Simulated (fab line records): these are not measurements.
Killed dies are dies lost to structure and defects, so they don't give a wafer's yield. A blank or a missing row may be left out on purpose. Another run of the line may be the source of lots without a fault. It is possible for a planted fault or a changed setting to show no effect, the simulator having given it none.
Lot-split experiment -- flow sky130 -- 5 lots, 16 wafers read, on a route of 708 steps

== ABOUT THE SPLIT ==
At SKY_CAPM_COAT_07 (resist thk 1140 nm), the setting resist_thk_nm was moved away from the recipe's 1140 nm on 6 of the 16 wafers read, by -5.6% to -1.8%. The other wafers ran this setting at the recipe's value.

The split's own step is where the reading is taken.

== THE READING ==
NOVOLAK_of_CAPM_COAT_07.thk_nm (the simulator's own value, which no gauge read), in nm, at SKY_CAPM_COAT_07 (resist thk 1140 nm). The file gives no usual value for it. Here, 10 wafers ran the recipe; their average is 1143 nm with a standard deviation of 2.2 nm.

wafer,"tool, chamber at the split","resist_thk_nm as run, nm",against the recipe,"NOVOLAK_of_CAPM_COAT_07.thk_nm, nm",against lot-mates on the recipe
L078.2,"litho_track-03, 0",1140,recipe,1145,-
L078.4,"litho_track-03, 0",1140,recipe,1141,-
L078.6,"litho_track-03, 0",1140,recipe,1147,-
L079.2,"litho_track-03, 0",1113,-2.4%,1113,-27
L079.6,"litho_track-03, 0",1140,recipe,1140,-
L081.1,"litho_track-03, 0",1076,-5.6%,1079,-66
L081.5,"litho_track-03, 0",1140,recipe,1146,-
L081.6,"litho_track-03, 0",1140,recipe,1143,-
L082.1,"litho_track-04, 0",1120,-1.8%,1123,-20
L082.3,"litho_track-04, 0",1140,recipe,1145,-
L082.4,"litho_track-04, 0",1140,recipe,1141,-
L082.5,"litho_track-04, 0",1140,recipe,1143,-
L082.6,"litho_track-04, 0",1120,-1.8%,1124,-19
L084.2,"litho_track-02, 0",1109,-2.7%,1113,-29
L084.5,"litho_track-02, 0",1109,-2.7%,1105,-37
L084.6,"litho_track-02, 0",1140,recipe,1142,-

THE FIT
A straight line over all 16 wafers: NOVOLAK_of_CAPM_COAT_07.thk_nm changes by +11.8 nm for each +1% of resist_thk_nm; r = +0.99; the points scatter about the line by 2.7 nm.
The same after taking each lot's own level away (the mean of its wafers on the recipe; 16 wafers): +11.7 nm for each +1%; r = +0.99; scatter 2.2 nm.
On that fit, the largest move of resist_thk_nm shifts the reading by 66 nm.
The lots' own levels span 1140.0 to 1144.5 nm, that is 2.0 times the standard deviation above.
The two slopes are in agreement: the lot-to-lot level therefore moves the slope only a little.
Check: with one of the wafers moved furthest among these (-5.6%) left out of the fit, the line predicts -66.1 nm for it against its lot-mates. It came out at -65.5 nm against them.

== OTHER SPLITS APPLIED TO THESE WAFERS ==
These wafers also went through other splits before the reading. Each is held against what the fit with the lots' levels taken away leaves over:
other split on the same wafers,wafers away from the commonest value,r with NOVOLAK_of_CAPM_COAT_07.thk_nm (lot level and that fit taken away)
SKY_METAL1_COAT_10 resist_thk_nm,4,+0.03
SKY_METAL2_SPUTTER_01 power_w,6,+0.03
SKY_METAL2_SPUTTER_04 power_w,4,+0.17
SKY_VIA2_HDPCVD_00 time_s,3,-0.09
SKY_CAPM_SPUTTER_02 time_s,3,-0.15

== THE WHOLE CHAIN: every reading that the file lists as answering this split, in the file's order ==
step,what it does,reading,change (the file's fit),r (the file's)
SKY_CAPM_COAT_07,resist thk 1140 nm,"NOVOLAK_of_CAPM_COAT_07.thk_nm (the simulator's own value, which no gauge read)",+11.7 nm for each +1% of the setting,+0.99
SKY_CAPM_STRIP_14,strips in O2/N2,strip_time_to_endpoint_s,withheld for each +1% of the setting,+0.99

== FILE'S OWN FIT ==
NOVOLAK_of_CAPM_COAT_07.thk_nm changes by +11.7 nm for each +1% of resist_thk_nm, r = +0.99.
